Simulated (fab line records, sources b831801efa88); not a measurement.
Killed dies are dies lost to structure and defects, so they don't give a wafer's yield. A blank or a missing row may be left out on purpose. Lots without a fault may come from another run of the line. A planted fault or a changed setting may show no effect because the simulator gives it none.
Problem report in the 8D (eight disciplines) form, filled by code | flow sky130 | the parts of the form that need people (team, actions taken, sign-off) are left out

1. THE PROBLEM
NWELL_RS at SKY_NWELL_RS_MEAS_29 reads a mean of 634.2 ohm/sq on 6 wafers of 2 lots; wafers without a fault read 624.5 ohm/sq with a standard deviation of 1.8. That is +5.4 standard deviations from the usual mean.
The step: measures by four-point-probe.
First seen on wafer L337.2, day 8 02:38, on film_metro-02. The record holds 39 wafers of 13 lots with a number at this step. Rule for "out", or "out of limits": more than 4 standard deviations from the usual mean. The other wafers with a number count as sound.

2. WHAT IT IS AND WHAT IT IS NOT
question                    | is                           | is not
which readings at this step | NWELL_RS                     | -
which lots                  | L337, L340                   | L326, L327, L328, L329, L332, L336, L341, L342, L347, L348, L349
which wafers of those lots  | all that have a number       | -
read on which gauges        | film_metro-01, film_metro-02 | film_metro-04
when                        | from day 8 02:38             | up to then (18 sound wafers); but 15 sound wafers of L341, L342, L347, L348, L349 came after

3. SUSPECTS, AND WHAT RULES EACH OUT
Counting: a tool at a process step up to the reading stays a suspect if it ran every lot that is out and no sound lot after the first of them.
- the gauge at SKY_NWELL_RS_MEAS_29: ruled out. The wafers that are out were read on 2 gauges (film_metro-01, film_metro-02).
- implanter-02 at SKY_NWELL_IMPLANT_11: kept. It ran every lot that is out, first L337 (day 7 04:59), and no sound lot after that; its last sound lot up to then is L336 (day 6 23:28). Its own readings are out on those wafers: beam_energy_keV.
Left after counting: implanter-02 at SKY_NWELL_IMPLANT_11.

4. THE CAUSE (what the simulator had put in)
Process parameter drift: implanter-02, from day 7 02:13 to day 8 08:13, at SKY_NWELL_IMPLANT_11. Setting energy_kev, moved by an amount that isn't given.
Counting left only this tool.

5. THE CHAIN OF EFFECTS, in route order
Each row: a reading whose mean over the struck wafers that have a number lies more than 3 standard deviations from the usual. Only readings for which the record gives a usual standard deviation are gone through. hours: the time from each lot's start at the first step in this table that gives one to its start at this step, as a median over the lots. sigmas: the change in usual standard deviations.
hours | step                 | reading         | usual        | on struck wafers | change | sigmas
0     | SKY_NWELL_IMPLANT_11 | beam_energy_keV | 400.01       | 377.02           | -22.99 | -99 or more
22    | SKY_NWELL_RS_MEAS_29 | NWELL_RS        | 624.5 ohm/sq | 634.2            | +9.7   | +5.4
The process steps in it:
- SKY_NWELL_IMPLANT_11

6. WHAT WOULD HAVE CAUGHT IT SOONER
In this record the first reading out of limits at a measuring or inspecting step was taken at day 8 02:38, 24 hours after the fault began at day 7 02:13.
The tool's own readings at SKY_NWELL_IMPLANT_11 were out on every struck wafer that the step has a row for (beam_energy_keV): an alarm limit on them would have fired on the first of those.
All the lots that are out (2) had begun SKY_NWELL_IMPLANT_11 on implanter-02 by day 8 02:38. A hold on the tool at that time would have spared none of them.
